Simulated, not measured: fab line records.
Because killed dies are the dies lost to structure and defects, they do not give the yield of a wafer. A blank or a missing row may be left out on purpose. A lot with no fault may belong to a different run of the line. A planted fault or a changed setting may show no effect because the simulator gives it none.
Struck lot and sound lot, side by side	flow sky130	15 out of 708 route steps
Sound: the wafers L481.1, L481.2, L481.6. Wafers struck: L479.2, L479.4, L479.5. At the end, the cause is stated.
At each step with rows: each side's tool, then ch and its chambers, then its first start. Under that, the readings that differ: sound wafers	struck wafers	difference of the means	sigmas: that difference in standard deviations of wafers without a fault.
alike: same words and numbers on both sides, and readings whose means sit less than 2 such deviations apart. not compared: any withheld reading, any reading some wafer has no value for, any bound like >300 that may hide the same value, and any number with overlapping values for which the record gives no deviation.
A row with sigmas, a row that says differs or no value, or rows on one side alone: a step with any of these is where the two part. When numbers do not overlap yet have no deviation, they are printed without sigmas and do not part them. A reading that every wafer of one side lacks parts them only if that side has two wafers or more.

SKY_LI_CONTACT_OVL_MEAS_13:
  struck on overlay-01, day 32 00:53; sound on overlay-02, day 32 07:22
  alike: LI_CONTACT_OVL
SKY_LI_CONTACT_ETCH_14: etches BARC in N2/H2, stops on SiO2, time 45.9 s, target depth 60 nm.
  sound on rieDiel-04 ch 0,3, day 32 07:24; struck on rieDiel-04 ch 0,2, day 32 00:55
  alike: drypumpMotorCurrentA, oesProductAu, throttleValvePct
  not compared: rfHoursCounterH
then, 4 steps without rows for these wafers: SKY_LI_CONTACT_ETCH_15 (etches PSG in C4F8/O2/Ar, stops on Si, target depth 600 nm); SKY_LI_CONTACT_STRIP_16 (strips in O2/N2); SKY_LI_CONTACT_CLEAN_17 (cleans in NMP, time 600 s); SKY_LI_CONTACT_PRE_CLEAN_18 (time 5.6 s).
SKY_LI_CONTACT_SPUTTER_19: material Ti, target thk 20 nm, time 106.37 s.
  struck on pvdSputter-03, day 32 01:20; sound on pvdSputter-03, day 32 07:49
  alike: cathodeDcPowerW, chamberPressurePa, throttleValvePct
SKY_LI_CONTACT_SPUTTER_20: material TiN, target thk 20 nm, time 80 s.
  struck on pvdSputter-03, day 32 01:24; sound on pvdSputter-03, day 32 07:54
  alike: cathodeDcPowerW, chamberPressurePa, throttleValvePct
SKY_LI_CONTACT_CVD_21: deposits W, target thk 400 nm, time 120.56 s.
  sound on cvdW-01 ch 0,1, day 32 07:58; struck on cvdW-02 ch 0,1, day 32 01:28
  alike: heaterPowerW
SKY_LI_CONTACT_RS_MEAS_22: the measuring method here is four-point-probe.
  struck on filmMetro-01, day 32 01:37; sound on filmMetro-03, day 32 08:05
  alike: LI_CONTACT_W_RS
SKY_LI_CONTACT_THK_MEAS_23: measures by xrf.
  struck on filmMetro-01, day 32 01:43; sound on filmMetro-03, day 32 08:12
  alike: LI_CONTACT_W_THK
SKY_LI_CONTACT_CMP_24: polishes, stops on PSG, t overpolish 20 s, target thk 0 nm.
  sound on cmp-02 ch 0,1,3, day 32 08:22; struck on cmp-01 ch 1,2, day 32 01:46
  alike: headPressurePsi, motorCurrentA, overpolishRunS, timeToEndpointS
SKY_LOCAL_INTERCONNECT_SPUTTER_00: material TiN, target thk 100 nm, time 83.3 s.
  struck on pvdSputter-04, day 32 02:04; sound on pvdSputter-02, day 32 08:34
  no value came back on the struck wafers for cathodeDcPowerW (W), chamberPressurePa (Pa), throttleValvePct (%); on the sound wafers cathodeDcPowerW (W) reads 6500.6 6500.7 6501.5
SKY_LOCAL_INTERCONNECT_RS_MEAS_01: the measuring method here is four-point-probe.
  struck on filmMetro-02, day 32 02:26; sound on filmMetro-03, day 32 08:38
reading	sound	struck	difference	sigmas
LOCAL_INTERCONNECT_TIN_RS (ohm/sq)	14.30 14.22 14.21	- - -	no value on the struck wafers	
  not compared: hold
SKY_PAD_OPEN_PROBE_99:
  the record has rows for the sound wafers here (prober-01, day 47 23:07) and none for the struck ones

== WHERE THEY PART ==
Earliest at SKY_LOCAL_INTERCONNECT_SPUTTER_00; latest, in this record, at SKY_PAD_OPEN_PROBE_99.

WHY: what had been put in by the simulator
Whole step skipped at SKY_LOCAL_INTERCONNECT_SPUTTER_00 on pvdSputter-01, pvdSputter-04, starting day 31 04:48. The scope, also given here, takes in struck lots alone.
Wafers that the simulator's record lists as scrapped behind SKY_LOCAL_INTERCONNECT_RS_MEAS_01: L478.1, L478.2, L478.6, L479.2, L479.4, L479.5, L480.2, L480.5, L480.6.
